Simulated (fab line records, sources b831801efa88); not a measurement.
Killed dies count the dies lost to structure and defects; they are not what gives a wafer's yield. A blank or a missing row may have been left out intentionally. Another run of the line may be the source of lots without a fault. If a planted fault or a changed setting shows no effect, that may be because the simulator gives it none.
What tool caused it? + flow sky130 + 24 lots, 72 wafers sampled, at 6 steps of a route of 708

WHAT THE GAUGES SHOWED, per wafer
SKY_VIA3_THK_MEAS_23: measures by xrf. Usual: for VIA3_W_THK the level is 389 nm and the standard deviation is 6.3.
| lot  | measured     | on            | VIA3_W_THK (nm) | flag |
|------|--------------|---------------|-----------------|------|
| L074 | day 40 00:10 | film metro-02 | 380 382 381     |      |
| L075 | day 40 11:04 | film metro-01 | 393 392 396     |      |
| L076 | day 40 18:00 | film metro-01 | 392 390 394     |      |
| L077 | day 41 03:46 | film metro-01 | 382 388 386     |      |
| L078 | day 41 06:56 | film metro-01 | 391 392 387     |      |
| L079 | day 41 18:41 | film metro-04 | 403 386 393     |      |
| L080 | day 41 20:32 | film metro-02 | 388 379 380     |      |
| L081 | day 41 23:26 | film metro-02 | 391 379 390     |      |
| L082 | day 42 08:04 | film metro-04 | 375 388 372     |      |
| L083 | day 42 18:36 | film metro-01 | 387 383 393     |      |
| L084 | day 42 18:52 | film metro-02 | 390 389 385     |      |
| L085 | day 43 02:53 | film metro-02 | 382 393 380     |      |
| L087 | day 43 16:32 | film metro-02 | 395 389 401     |      |
| L086 | day 43 18:17 | film metro-02 | 387 392 383     |      |
| L088 | day 43 18:57 | film metro-04 | 386 399 389     |      |
| L089 | day 44 06:45 | film metro-04 | 393 397 393     |      |
| L090 | day 44 14:12 | film metro-02 | 392 388 391     |      |
| L091 | day 44 18:04 | film metro-02 | 386 383 395     |      |
| L092 | day 44 21:21 | film metro-02 | 385 395 391     |      |
| L093 | day 45 09:41 | film metro-01 | 383 386 387     |      |
| L094 | day 45 13:58 | film metro-01 | 389 401 399     |      |
| L095 | day 45 16:06 | film metro-01 | 391 389 387     |      |
| L096 | day 45 23:08 | film metro-02 | 380 398 399     |      |
| L097 | day 46 05:59 | film metro-01 | 397 391 408     |      |

SKY_VIA4_RS_MEAS_19: a four-point-probe measurement. Usual: for VIA4_W_RS the level is 0.2289 ohm/sq and the standard deviation is 0.0029.
| lot  | measured     | on            | VIA4_W_RS (ohm/sq)   | flag |
|------|--------------|---------------|----------------------|------|
| L074 | day 43 04:33 | film metro-03 | 0.2311 0.2243 0.2272 |      |
| L075 | day 43 14:34 | film metro-04 | 0.2249 0.2251 0.2270 |      |
| L076 | day 43 20:21 | film metro-03 | 0.2326 0.2276 0.2279 |      |
| L077 | day 44 04:46 | film metro-03 | 0.2293 0.2266 0.2294 |      |
| L078 | day 44 07:05 | film metro-03 | 0.2249 0.2309 0.2276 |      |
| L079 | day 44 20:07 | film metro-03 | 0.2272 0.2283 0.2275 |      |
| L080 | day 44 21:04 | film metro-01 | 0.2278 0.2274 0.2274 |      |
| L081 | day 45 00:32 | film metro-04 | 0.2267 0.2257 0.2233 |      |
| L082 | day 45 08:06 | film metro-03 | 0.2303 0.2267 0.2297 |      |
| L083 | day 45 17:55 | film metro-04 | 0.2299 0.2247 0.2281 |      |
| L084 | day 45 18:37 | film metro-01 | 0.2253 0.2295 0.2243 |      |
| L085 | day 46 01:04 | film metro-04 | 0.2303 0.2334 0.2322 |      |
| L087 | day 46 13:34 | film metro-01 | 0.2295 0.2328 0.2310 |      |
| L086 | day 46 16:27 | film metro-03 | 0.2325 0.2325 0.2336 |      |
| L088 | day 46 17:01 | film metro-03 | 0.2276 0.2293 0.2245 |      |
| L089 | day 47 02:16 | film metro-01 | 0.2294 0.2341 0.2298 |      |
| L090 | day 47 09:42 | film metro-03 | 0.2336 0.2264 0.2317 |      |
| L091 | day 47 13:23 | film metro-04 | 0.2332 0.2328 0.2334 |      |
| L092 | day 47 15:45 | film metro-01 | 0.2341 0.2325 0.2324 |      |
| L093 | day 48 02:53 | film metro-03 | 0.2322 0.2334 0.2289 |      |
| L094 | day 48 07:04 | film metro-03 | 0.2305 0.2309 0.2291 |      |
| L095 | day 48 08:40 | film metro-04 | 0.2241 0.2261 0.2249 |      |
| L096 | day 48 16:39 | film metro-03 | 0.2281 0.2273 0.2284 |      |
| L097 | day 48 20:20 | film metro-04 | 0.2300 0.2263 0.2273 |      |

SKY_METAL5_THK_MEAS_06: measures by xrf. Usual: for METAL5_ALCU_THK the level is 1142 nm and the standard deviation is 20.
| lot  | measured     | on            | METAL5_ALCU_THK (nm) | flag |
|------|--------------|---------------|----------------------|------|
| L074 | day 43 05:19 | film metro-03 | 1133 1137 1143       |      |
| L075 | day 43 15:20 | film metro-02 | 1130 1144 1162       |      |
| L076 | day 43 21:07 | film metro-03 | 1142 1144 1167       |      |
| L077 | day 44 05:30 | film metro-03 | 1180 1139 1148       |      |
| L078 | day 44 07:51 | film metro-03 | 1167 1151 1164       |      |
| L079 | day 44 20:53 | film metro-02 | 1137 1165 1149       |      |
| L080 | day 44 21:50 | film metro-03 | 1145 1167 1153       |      |
| L081 | day 45 01:17 | film metro-01 | 1170 1157 1156       |      |
| L082 | day 45 08:52 | film metro-03 | 1163 1141 1170       |      |
| L083 | day 45 18:41 | film metro-02 | 1139 1111 1132       |      |
| L084 | day 45 19:23 | film metro-03 | 1164 1160 1180       |      |
| L085 | day 46 01:49 | film metro-01 | 1118 1159 1134       |      |
| L087 | day 46 14:20 | film metro-02 | 1170 1118 1122       |      |
| L086 | day 46 17:17 | film metro-01 | 1138 1156 1152       |      |
| L088 | day 46 17:52 | film metro-03 | 1165 1159 1158       |      |
| L089 | day 47 03:02 | film metro-01 | 1128 1110 1121       |      |
| L090 | day 47 10:28 | film metro-02 | 1125 1118 1135       |      |
| L091 | day 47 14:09 | film metro-01 | 1116 1133 1105       |      |
| L092 | day 47 16:30 | film metro-02 | 1124 1126 1127       |      |
| L093 | day 48 03:38 | film metro-03 | 1127 1132 1139       |      |
| L094 | day 48 07:50 | film metro-02 | 1113 1117 1120       |      |
| L095 | day 48 09:25 | film metro-03 | 1153 1141 1150       |      |
| L096 | day 48 17:25 | film metro-02 | 1126 1109 1119       |      |
| L097 | day 48 21:04 | film metro-02 | 1170 1129 1157       |      |

SKY_PASSIVATION_THK_MEAS_01. Usual: for PASSIVATION_CVD_00_THK the level is 90.3 nm and the standard deviation is 1.2.
| lot  | measured     | on            | PASSIVATION_CVD_00_THK (nm) | flag |
|------|--------------|---------------|-----------------------------|------|
| L074 | day 44 04:22 | film metro-01 | 91.0 90.0 93.2              |      |
| L075 | day 44 15:02 | film metro-02 | 87.9 90.3 90.0              |      |
| L076 | day 44 19:58 | film metro-04 | 89.4 90.1 90.3              |      |
| L077 | day 45 04:50 | film metro-04 | 93.3 91.2 92.3              |      |
| L078 | day 45 06:47 | film metro-01 | 90.8 88.6 91.7              |      |
| L079 | day 45 19:11 | film metro-02 | 88.8 89.8 90.4              |      |
| L080 | day 45 19:54 | film metro-04 | 87.5 88.6 90.5              |      |
| L081 | day 45 23:28 | film metro-02 | 89.9 91.0 91.1              |      |
| L082 | day 46 06:04 | film metro-02 | 89.9 89.7 90.2              |      |
| L083 | day 46 16:33 | film metro-01 | 89.5 89.4 91.7              |      |
| L084 | day 46 17:20 | film metro-01 | 90.5 89.8 92.0              |      |
| L085 | day 46 23:01 | film metro-01 | 89.1 89.0 90.8              |      |
| L087 | day 47 11:15 | film metro-01 | 89.3 90.1 91.7              |      |
| L086 | day 47 13:43 | film metro-04 | 90.9 88.6 90.0              |      |
| L088 | day 47 15:14 | film metro-02 | 90.1 89.9 89.9              |      |
| L089 | day 47 23:01 | film metro-02 | 87.6 89.1 91.4              |      |
| L090 | day 48 07:08 | film metro-02 | 91.2 91.8 91.6              |      |
| L091 | day 48 10:34 | film metro-02 | 88.8 90.5 91.1              |      |
| L092 | day 48 12:42 | film metro-02 | 89.9 89.7 91.4              |      |
| L093 | day 48 22:13 | film metro-02 | 88.0 90.7 89.4              |      |
| L094 | day 49 02:58 | film metro-02 | 88.5 91.2 90.4              |      |
| L095 | day 49 04:57 | film metro-02 | 88.0 88.9 90.3              |      |
| L096 | day 49 12:33 | film metro-04 | 88.3 91.7 89.9              |      |
| L097 | day 49 15:34 | film metro-02 | 91.1 92.0 92.4              |      |

WHICH TOOL RAN EACH LOT (tool, then ch and the chambers of the sampled wafers, then the start)
| lot  | SKY_VIA3_CMP_24               | SKY_METAL4_METAL_ETCH_18          |
|------|-------------------------------|-----------------------------------|
| L074 | cmp-02 ch 0,3, day 40 00:14   | rie metal-01 ch 0, day 42 02:34   |
| L075 | cmp-02 ch 1,3, day 40 11:07   | rie metal-02 ch 0,1, day 42 13:01 |
| L076 | cmp-01 ch 0,2, day 40 18:04   | rie metal-02 ch 1, day 42 18:40   |
| L077 | cmp-01 ch 0,1, day 41 03:51   | rie metal-01 ch 0,1, day 43 04:10 |
| L078 | cmp-01 ch 0,2,3, day 41 07:02 | rie metal-03 ch 0,1, day 43 06:43 |
| L079 | cmp-02 ch 0,1, day 41 18:48   | rie metal-01 ch 0,1, day 43 19:10 |
| L080 | cmp-01 ch 0,1,3, day 41 20:39 | rie metal-03 ch 0,1, day 43 20:44 |
| L081 | cmp-02 ch 1,2, day 41 23:28   | rie metal-03 ch 0,1, day 43 23:31 |
| L082 | cmp-01 ch 0,1,2, day 42 08:08 | rie metal-01 ch 0,1, day 44 07:28 |
| L083 | cmp-02 ch 0,1,2, day 42 18:47 | rie metal-02 ch 0,1, day 44 18:13 |
| L084 | cmp-02 ch 1,2,3, day 42 19:08 | rie metal-01 ch 0,1, day 44 18:49 |
| L085 | cmp-02 ch 0,2,3, day 43 03:00 | rie metal-03 ch 0,1, day 45 01:28 |
| L087 | cmp-01 ch 0,1,3, day 43 16:35 | rie metal-01 ch 0,1, day 45 14:22 |
| L086 | cmp-02 ch 0,2,3, day 43 18:20 | rie metal-03 ch 0,1, day 45 16:49 |
| L088 | cmp-02 ch 1,2,3, day 43 19:05 | rie metal-01 ch 0,1, day 45 17:13 |
| L089 | cmp-02 ch 1,2,3, day 44 06:52 | rie metal-03 ch 0,1, day 46 03:19 |
| L090 | cmp-01 ch 0,1,3, day 44 14:22 | rie metal-01 ch 0,1, day 46 10:40 |
| L091 | cmp-02 ch 2,3, day 44 18:07   | rie metal-02 ch 0,1, day 46 15:04 |
| L092 | cmp-01 ch 1,2,3, day 44 21:24 | rie metal-01 ch 0,1, day 46 17:16 |
| L093 | cmp-01 ch 1,2,3, day 45 09:46 | rie metal-01 ch 0, day 47 04:47   |
| L094 | cmp-01 ch 1,3, day 45 14:05   | rie metal-03 ch 0,1, day 47 09:03 |
| L095 | cmp-02 ch 0,1, day 45 16:09   | rie metal-02 ch 0,1, day 47 11:09 |
| L096 | cmp-01 ch 0,1,2, day 45 23:11 | rie metal-02 ch 1, day 47 18:37   |
| L097 | cmp-02 ch 1,2, day 46 06:04   | rie metal-03 ch 0,1, day 47 23:19 |
- SKY_VIA3_CMP_24: polishes, stops on SiO2, t overpolish 20 s, target thk 0 nm.
- SKY_METAL4_METAL_ETCH_18: etches the open film in Cl2/BCl3, stops on SiO2, target depth 845 nm, time 183.1 s.

WHAT THE TOOLS THEMSELVES READ (means of the sampled wafers that have a number; where no wafer has one, the mark that the record gives instead)
SKY_VIA3_CMP_24. Usual: motor current A 10.9 A, standard deviation 1.1; overpolish run s 20.000 s, standard deviation 0.0088; time to endpoint s 95 s, standard deviation 4.6.
| lot  | tool   | motor current A (A) | overpolish run s (s) | time to endpoint s (s) | flag |
|------|--------|---------------------|----------------------|------------------------|------|
| L074 | cmp-02 | 12.0                | 19.997               | 91                     |      |
| L075 | cmp-02 | 11.4                | 19.996               | 96                     |      |
| L076 | cmp-01 | 9.5                 | 20.001               | 94                     |      |
| L077 | cmp-01 | 10.4                | 20.010               | 98                     |      |
| L078 | cmp-01 | 10.7                | 19.998               | 92                     |      |
| L079 | cmp-02 | 11.4                | 20.009               | 91                     |      |
| L080 | cmp-01 | 10.8                | 20.003               | 93                     |      |
| L081 | cmp-02 | 11.5                | 19.992               | 95                     |      |
| L082 | cmp-01 | 9.6                 | 19.999               | 96                     |      |
| L083 | cmp-02 | 11.7                | 20.003               | 98                     |      |
| L084 | cmp-02 | 11.1                | 20.000               | 91                     |      |
| L085 | cmp-02 | 11.3                | 19.993               | 94                     |      |
| L087 | cmp-01 | 10.9                | 19.998               | 105                    |      |
| L086 | cmp-02 | 11.7                | 19.999               | 93                     |      |
| L088 | cmp-02 | 11.3                | 20.001               | 94                     |      |
| L089 | cmp-02 | 11.3                | 20.007               | 94                     |      |
| L090 | cmp-01 | 10.8                | 20.005               | 102                    |      |
| L091 | cmp-02 | 11.5                | 20.004               | 95                     |      |
| L092 | cmp-01 | 10.1                | 20.006               | 97                     |      |
| L093 | cmp-01 | 10.3                | 20.006               | 96                     |      |
| L094 | cmp-01 | 10.6                | 19.991               | 100                    |      |
| L095 | cmp-02 | 11.2                | 20.000               | 96                     |      |
| L096 | cmp-01 | 9.9                 | 19.999               | 102                    |      |
| L097 | cmp-02 | 11.1                | 20.002               | 92                     |      |

SKY_METAL4_METAL_ETCH_18. Usual: drypump motor current A 5.5 A, standard deviation 0.54; mfc cl2 sccm 60.00 sccm, standard deviation 0.19; oes product au 0.867 a.u., standard deviation 0.007; throttle valve pct 22.264 %, standard deviation 0.0085.
| lot  | tool         | drypump motor current A (A) | mfc cl2 sccm (sccm) | oes product au (a.u.) | throttle valve pct (%) | flag |
|------|--------------|-----------------------------|---------------------|-----------------------|------------------------|------|
| L074 | rie metal-01 | 4.7                         | 60.23               | 0.868                 | 22.255                 |      |
| L075 | rie metal-02 | 5.7                         | 60.17               | 0.869                 | 22.264                 |      |
| L076 | rie metal-02 | 5.9                         | 59.70               | 0.866                 | 22.258                 |      |
| L077 | rie metal-01 | 5.1                         | 59.79               | 0.868                 | 22.267                 |      |
| L078 | rie metal-03 | 5.8                         | 59.94               | 0.870                 | 22.261                 |      |
| L079 | rie metal-01 | 5.1                         | 60.03               | 0.864                 | 22.279                 |      |
| L080 | rie metal-03 | 5.5                         | 59.81               | 0.870                 | 22.261                 |      |
| L081 | rie metal-03 | 5.8                         | 60.11               | 0.862                 | 22.262                 |      |
| L082 | rie metal-01 | 5.1                         | 59.96               | 0.866                 | 22.267                 |      |
| L083 | rie metal-02 | 5.6                         | 60.03               | 0.868                 | 22.265                 |      |
| L084 | rie metal-01 | 5.1                         | 59.84               | 0.865                 | 22.267                 |      |
| L085 | rie metal-03 | 5.8                         | 59.94               | 0.862                 | 22.262                 |      |
| L087 | rie metal-01 | 5.5                         | 60.10               | 0.867                 | 22.266                 |      |
| L086 | rie metal-03 | 5.8                         | 60.02               | 0.870                 | 22.266                 |      |
| L088 | rie metal-01 | 5.1                         | 59.92               | 0.876                 | 22.265                 |      |
| L089 | rie metal-03 | 5.8                         | 60.12               | 0.865                 | 22.261                 |      |
| L090 | rie metal-01 | 5.5                         | 59.89               | 0.860                 | 22.269                 |      |
| L091 | rie metal-02 | 5.6                         | 60.09               | 0.871                 | 22.273                 |      |
| L092 | rie metal-01 | 5.1                         | 60.27               | 0.868                 | 22.266                 |      |
| L093 | rie metal-01 | 4.7                         | 60.00               | 0.867                 | 22.259                 |      |
| L094 | rie metal-03 | 5.8                         | 60.03               | 0.865                 | 22.274                 |      |
| L095 | rie metal-02 | 5.6                         | 60.09               | 0.859                 | 22.270                 |      |
| L096 | rie metal-02 | 5.9                         | 60.03               | 0.880                 | 22.258                 |      |
| L097 | rie metal-03 | 5.5                         | 60.10               | 0.875                 | 22.260                 |      |

THE ANSWER, worked out from the rows above alone
Rule: a lot counts as off when the mean over its wafers that have a number is more than 3 standard deviations away from the usual mean. Also off: a lot with no number at a reading for which 4 or more lots have one. Any other lot the step has rows for is counted as sound. After the gauges, taken in route order, come the tools' own readings; for these a lot's mean is taken, as printed above. At the first step where some lot is off, the reading lying furthest off is the one used; lots without a number count as furthest.
No lot is off on any of the readings shown, so nothing can be concluded from this.

WHAT THE SIMULATOR PUT IN
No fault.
